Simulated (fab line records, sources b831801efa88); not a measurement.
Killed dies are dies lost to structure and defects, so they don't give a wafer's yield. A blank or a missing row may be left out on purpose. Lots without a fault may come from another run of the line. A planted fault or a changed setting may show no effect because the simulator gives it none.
fab line records | flow sky130
record lots=6 wafers=18 last_day=50
route steps=708 shown SD_P@359 RES_XHIGH@360 SALICIDE@361 LI_CONTACT@362
lots that met no fault: from a run of the same line without faults
start_h: hours from the record's first day to the start of the lot's first wafer shown | wait_h: hours since the lot's step before | " the same as in the row above | L1.1+2: a row that stands for several wafers | - no value, or no start given | * or withheld: withheld | < > ~ a bound
route shown NAME@n: a module of which the file shows steps, and the number in the route of the first | usual: mean/standard deviation of fault-free wafers | same: alike in all rows | chamber/n: place in a boat | sites: the reading at each site | _std_site: their standard deviation | _edge_site: outer sites' mean less inner sites' | radius_mm: how far each site lies from the wafer's centre | mask NAME#n: copy n | behind: the tool/chamber that last shaped the wafer | hold: why the lot was held/for how many hours/how that ended | device: the transistor (n, p or np) that didn't switch | end of line: the same wafers' tests at the end of the route | a step without rows: its recipe alone | killed: dies lost to structure and defects at the first sort, not the wafer's yield | map: a wafer's dies, x killed, . not, _ none there
set.NAME: the setting as run; set.NAME@STEP: as run at that earlier step | model.NAME: the simulator's own value behind a step, which no gauge read
lots at some steps of the route; a table a step, a row a wafer
services: from which hour (start_h, from the record's first day; less than 0 if before it) a tool's chamber was out of use, for how many hours, and why
## steps
# step SKY_SD_N_RS_MEAS_17
# recipe thk_meas_gauge=four-point-probe
# usual SD_P_RS=147.1/0.37
# columns lot.wafer tool chamber start_h wait_h SD_P_RS[ohm/sq]
L620.1 film_metro-04 - 680.96 0.1 146.3
L620.2 " - " " 147.0
L620.6 " - " " 146.4
L622.1 film_metro-01 - 699.25 0.1 146.5
L622.3 " - " " 146.5
L622.4 " - " " 146.8
L633.2 film_metro-04 - 775.99 0.1 147.1
L633.4 " - " " 147.6
L633.6 " - " " 147.5
L632.1 film_metro-02 - 780.26 0.1 147.7
L632.3 " - " " 147.1
L632.4 " - " " 147.2
L635.1 film_metro-01 - 796.55 0.1 147.5
L635.2 " - " " 147.3
L635.6 " - " " 147.4
L637.3 film_metro-04 - 814.14 0.1 146.8
L637.4 " - " " 147.2
L637.6 " - " " 147.0
# step SKY_SD_N_RS_MEAS_18
# recipe thk_meas_gauge=four-point-probe
# usual RES_XHIGH_RS=333.0/1.4
# columns lot.wafer tool chamber start_h wait_h RES_XHIGH_RS[ohm/sq]
L620.1 film_metro-04 - 681.08 0.1 334.6
L620.2 " - " " 333.2
L620.6 " - " " 331.9
L622.1 film_metro-01 - 699.37 0.1 331.7
L622.3 " - " " 332.8
L622.4 " - " " 333.4
L633.2 film_metro-04 - 776.11 0.1 333.3
L633.4 " - " " 332.6
L633.6 " - " " 332.3
L632.1 film_metro-02 - 780.38 0.1 333.4
L632.3 " - " " 333.8
L632.4 " - " " 334.5
L635.1 film_metro-01 - 796.67 0.1 330.4
L635.2 " - " " 329.6
L635.6 " - " " 331.5
L637.3 film_metro-04 - 814.26 0.1 332.5
L637.4 " - " " 333.1
L637.6 " - " " 333.2
# step SKY_SALICIDE_CLEAN_00
# recipe chemistry=HF-last time_s=30 dilution=100:1 dry=ipa_marangoni
# step SKY_LI_CONTACT_HDPCVD_00
# recipe material=PSG target_thk_nm=930 sigma_open_frac=0.3 time_s=155 temp_c=600 sih4_flow_sccm=60 pressure_mtorr=6
# step SKY_LI_CONTACT_THK_MEAS_01
# recipe reads=PSG_of_LI_CONTACT_HDPCVD_00
# usual LI_CONTACT_HDPCVD_THK=933/9.7
# columns lot.wafer tool chamber start_h wait_h LI_CONTACT_HDPCVD_THK[nm]
L620.1 film_metro-01 - 681.32 0.1 939
L620.2 " - " " 946
L620.6 " - " " 947
L622.1 film_metro-01 - 699.61 0.1 928
L622.3 " - " " 918
L622.4 " - " " 931
L633.2 film_metro-01 - 776.34 0.1 918
L633.4 " - " " 924
L633.6 " - " " 929
L632.1 film_metro-02 - 780.63 0.1 941
L632.3 " - " " 919
L632.4 " - " " 925
L635.1 film_metro-04 - 796.91 0.1 936
L635.2 " - " " 942
L635.6 " - " " 937
L637.3 film_metro-04 - 814.49 0.1 943
L637.4 " - " " 940
L637.6 " - " " 954
# step SKY_LI_CONTACT_CMP_02
# recipe material=PSG down_force_psi=4 platen_rpm=60 pad_velocity_m_s=0.94248
# usual motor_current_A=12.7/1.2 time_to_endpoint_s=33/3
# columns lot.wafer tool chamber start_h wait_h motor_current_A time_to_endpoint_s
L620.2 cmp-01 3 681.43 0.1 11.6 35
L620.1 " 1 " " 12.4 35
L620.6 " 3 " " 11.4 34
L622.4 cmp-02 1 699.67 0.0 12.5 33
L622.3 " 2 " " 12.1 31
L622.1 " 0 " " 15.1 33
L633.2 cmp-02 3 776.44 0.1 13.2 30
L633.4 " 0 " " 14.6 32
L633.6 " 2 " " 11.9 28
L632.3 cmp-01 3 780.74 0.1 11.7 31
L632.1 " 0 " " 10.3 35
L632.4 " 1 " " 13.4 33
L635.2 cmp-02 2 797.02 0.1 12.7 32
L635.1 " 3 " " 14.0 30
L635.6 " 2 " " 12.4 32
L637.4 cmp-02 1 814.53 0.0 12.5 36
L637.3 " 0 " " 15.4 37
L637.6 " 1 " " 12.7 35
# step SKY_LI_CONTACT_BOW_MEAS_03
# recipe mode=bow
# usual LI_CONTACT_BOW=56/6.3
# columns lot.wafer tool chamber start_h wait_h LI_CONTACT_BOW[um]
L620.1 film_metro-02 - 681.68 0.1 48
L620.2 " - " " 52
L620.6 " - " " 49
L622.1 film_metro-01 - 699.97 0.1 57
L622.3 " - " " 59
L622.4 " - " " 53
L633.2 film_metro-02 - 776.71 0.2 60
L633.4 " - " " 49
L633.6 " - " " 55
L632.1 film_metro-02 - 780.99 0.1 54
L632.3 " - " " 56
L632.4 " - " " 57
L635.1 film_metro-02 - 797.27 0.1 54
L635.2 " - " " 47
L635.6 " - " " 59
L637.3 film_metro-01 - 814.87 0.1 57
L637.4 " - " " 62
L637.6 " - " " 44
# step SKY_LI_CONTACT_DEHYDRATE_04
# recipe temp_c=200 time_s=60
# step SKY_LI_CONTACT_HMDS_05
# recipe prime_time_s=60 prime_temp_c=120
# step SKY_LI_CONTACT_COAT_06
# recipe resist=BARC temp_c=withheld time_s=withheld spin_rpm=3000 resist_thk_nm=60
# step SKY_LI_CONTACT_COAT_07
# recipe resist=KrF-thick spin_rpm=3000 resist_thk_nm=450
# step SKY_LI_CONTACT_SOFTBAKE_08
# recipe temp_c=100 time_s=90 resist=KrF-thick
# step SKY_LI_CONTACT_EXPOSE_09
# recipe mask_id=LICM1 na=0.8 source_shape=annular sigma_inner=0.55 sigma_outer=0.85 target_cd_nm=170 dose_mj=38
# usual exposure_dose_mJ_cm2=37.94/0.044 focus_offset_nm=0.1/0.57 na=0.8/0
# columns lot.wafer tool chamber start_h wait_h mask exposure_dose_mJ_cm2 focus_offset_nm na
L620.1 krf_scanner-02 0 695.55 - LICM1#0 37.97 -0.4 0.8
L620.2 " 0 " " LICM1#0 37.97 -0.8 0.8
L620.6 " 0 " " LICM1#0 37.98 -0.3 0.8
L622.1 krf_scanner-01 0 714.72 - LICM1#0 37.99 -0.4 0.8
L622.3 " 0 " " LICM1#0 37.93 -0.6 0.8
L622.4 " 0 " " LICM1#0 37.93 0.2 0.8
L633.2 krf_scanner-01 - 790.92 - LICM1#0 - - -
L633.4 " - " " LICM1#0 - - -
L633.6 " - " " LICM1#0 - - -
L632.1 krf_scanner-02 - 795.97 - LICM1#0 - - -
L632.3 " - " " LICM1#0 - - -
L632.4 " - " " LICM1#0 - - -
L635.1 krf_scanner-02 0 810.42 - LICM1#0 37.93 0.3 0.8
L635.2 " 0 " " LICM1#0 37.94 0.5 0.8
L635.6 " 0 " " LICM1#0 37.93 -0.6 0.8
L637.3 krf_scanner-02 0 827.96 - LICM1#0 37.98 1.0 0.8
L637.4 " 0 " " LICM1#0 37.97 1.6 0.8
L637.6 " 0 " " LICM1#0 37.92 0.4 0.8
# step SKY_LI_CONTACT_PEB_10
# recipe peb_temp_c=withheld peb_time_s=withheld resist=KrF-thick
## services
# columns tool chamber start_h hours kind
krf_scanner-01 - 674.17 1.0 pm
cmp-01 - 678.90 1.1 repair
krf_scanner-01 - 687.00 0.8 pm
krf_scanner-01 - 689.57 2.7 repair
krf_scanner-01 - 693.71 4.0 pm
cmp-01 - 696.67 0.3 repair
krf_scanner-02 - 697.73 0.8 pm
krf_scanner-01 - 700.55 0.9 repair
krf_scanner-01 - 703.24 1.7 repair
krf_scanner-02 - 726.77 6.3 repair
cmp-01 - 736.25 9.0 repair
cmp-02 - 737.28 1.4 repair
krf_scanner-02 - 739.14 1.3 pm
krf_scanner-02 - 740.44 1.0 pm
krf_scanner-01 - 742.81 1.3 repair
cmp-01 - 745.20 4.0 pm
krf_scanner-01 - 765.81 2.8 repair
krf_scanner-01 - 780.07 1.3 pm
cmp-02 - 784.96 0.7 repair
krf_scanner-02 - 789.99 3.6 pm
krf_scanner-01 - 799.17 3.6 pm
krf_scanner-01 - 814.29 3.0 pm
krf_scanner-02 - 820.86 0.3 repair
cmp-01 - 823.52 1.5 repair
## key
first_sign step=SKY_LI_CONTACT_EXPOSE_09 reading=tool_record direction=missing
effect none on later readings
met_at SKY_LI_CONTACT_EXPOSE_09
struck_wafers L632.1,L632.3,L632.4,L633.2,L633.4,L633.6
later_rows_left_out L632.1,L632.3,L632.4,L633.2,L633.4,L633.6
sort_left_out L632.1,L632.3,L632.4,L633.2,L633.4,L633.6
tester_left_out L632,L633
onset_between 714.72 790.92
fault kind=skipped_step_whole tool=krf_scanner-01,krf_scanner-02 chamber=- onset_h=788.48 steps=SKY_LI_CONTACT_EXPOSE_09 scope=struck_lots_only
# tester_left_out: of these lots the tester's yield and bins aren't shown, on N5 and GAA mostly nor the transistor test; their killed dies are dies lost to structure and defects alone, not to doping, threshold or leakage, so they don't give the yield
# sort_left_out: the simulated sort isn't trusted on such a fault, so these wafers' sort isn't shown, and their yield isn't known
# later_rows_left_out: the simulator's readings of these wafers behind a module that went badly wrong aren't trusted and aren't shown, but for the sort
